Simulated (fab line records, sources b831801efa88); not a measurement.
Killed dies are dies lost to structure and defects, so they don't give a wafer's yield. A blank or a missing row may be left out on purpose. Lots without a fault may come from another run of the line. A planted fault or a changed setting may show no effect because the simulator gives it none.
Which tool did it? | flow gf180mcu | 11 lots, 33 wafers sampled, at 4 steps of a route of 602

WHAT THE GAUGES READ, wafer by wafer
GF_M1_RS_MEAS_05: measures by four-point-probe.
lot  | measured     | on            | M1_ALCU_RS (ohm/sq)
L821 | day 16 06:23 | film_metro-01 | 0.0687 0.0686 0.0690
L822 | day 16 16:53 | film_metro-02 | 0.0700 0.0693 0.0691
L824 | day 17 11:38 | film_metro-02 | 0.0679 0.0685 0.0691
L825 | day 17 15:44 | film_metro-04 | 0.0698 0.0708 0.0702
L829 | day 19 00:28 | film_metro-01 | 0.0698 0.0695 0.0694
L834 | day 20 23:12 | film_metro-01 | 0.0700 0.0700 0.0744
L840 | day 23 13:53 | film_metro-02 | 0.0688 0.0676 0.0686
L841 | day 23 16:36 | film_metro-04 | 0.0693 0.0681 0.0685
L842 | day 23 23:31 | film_metro-04 | 0.0702 0.0702 0.0698
L844 | day 24 09:59 | film_metro-01 | 0.0679 0.0688 0.0691
L843 | day 24 11:32 | film_metro-04 | 0.0703 0.0712 0.0713

WHICH TOOL RAN EACH LOT (tool, then ch and the chambers of the sampled wafers, then the start)
lot  | GF_SALICIDE_RTA_06               | GF_CONTACT_CVD_02               | GF_M1_SPUTTER_02
L821 | rtp_anneal-01 ch 0, day 15 06:29 | pecvd-03 ch 0,2, day 15 06:53   | pvd_sputter-02, day 16 06:17
L822 | rtp_anneal-01 ch 0, day 15 16:11 | pecvd-04 ch 0,2, day 15 16:53   | pvd_sputter-02, day 16 16:47
L824 | rtp_anneal-01 ch 0, day 16 10:44 | pecvd-01 ch 0,1,2, day 16 11:08 | pvd_sputter-01, day 17 11:32
L825 | rtp_anneal-02 ch 0, day 16 14:38 | pecvd-01 ch 0,1,2, day 16 15:02 | pvd_sputter-02, day 17 15:38
L829 | rtp_anneal-01 ch 0, day 17 22:08 | pecvd-01 ch 0,2, day 17 22:32   | pvd_sputter-02, day 19 00:23
L834 | rtp_anneal-01 ch 0, day 19 20:43 | pecvd-01 ch 0,1,2, day 19 21:07 | pvd_sputter-02, day 20 23:07
L840 | rtp_anneal-02 ch 0, day 22 12:28 | pecvd-03 ch 1,2, day 22 12:51   | pvd_sputter-01, day 23 13:47
L841 | rtp_anneal-02 ch 0, day 22 15:10 | pecvd-04 ch 0,1, day 22 15:32   | pvd_sputter-01, day 23 16:28
L842 | rtp_anneal-01 ch 0, day 22 22:31 | pecvd-04 ch 0,1,2, day 22 22:55 | pvd_sputter-02, day 23 23:25
L844 | rtp_anneal-01 ch 0, day 23 08:58 | pecvd-01 ch 0,2, day 23 09:20   | pvd_sputter-02, day 24 09:53
L843 | rtp_anneal-02 ch 0, day 23 11:13 | pecvd-03 ch 0,2, day 23 11:42   | pvd_sputter-03, day 24 11:26
- GF_SALICIDE_RTA_06: time 30 s.
- GF_CONTACT_CVD_02: deposits SiO2 from TEOS, target thk 860 nm, time 95.992 s.
- GF_M1_SPUTTER_02: material AlCu, target thk 450 nm, time 23.9 s.

THE ANSWER, worked out from the rows above alone
Rule: what is usual is taken from the lots themselves. Put in order of their means at a reading, lots are off if they are a third of the lots or fewer, leave a main group of 4 or more, and stand apart from it by a gap of 3 or more times the standard deviation of the main group's means; of several such gaps the widest counts. A main group whose means are all the same, to the digits that the tables above print for the reading, isn't used. A lot without any number at a reading at which 4 lots or more have one is off too. The other lots that the step has rows for count as sound.
No lot is off at any reading shown: from this, nothing can be told.

WHAT THE SIMULATOR HAD PUT IN
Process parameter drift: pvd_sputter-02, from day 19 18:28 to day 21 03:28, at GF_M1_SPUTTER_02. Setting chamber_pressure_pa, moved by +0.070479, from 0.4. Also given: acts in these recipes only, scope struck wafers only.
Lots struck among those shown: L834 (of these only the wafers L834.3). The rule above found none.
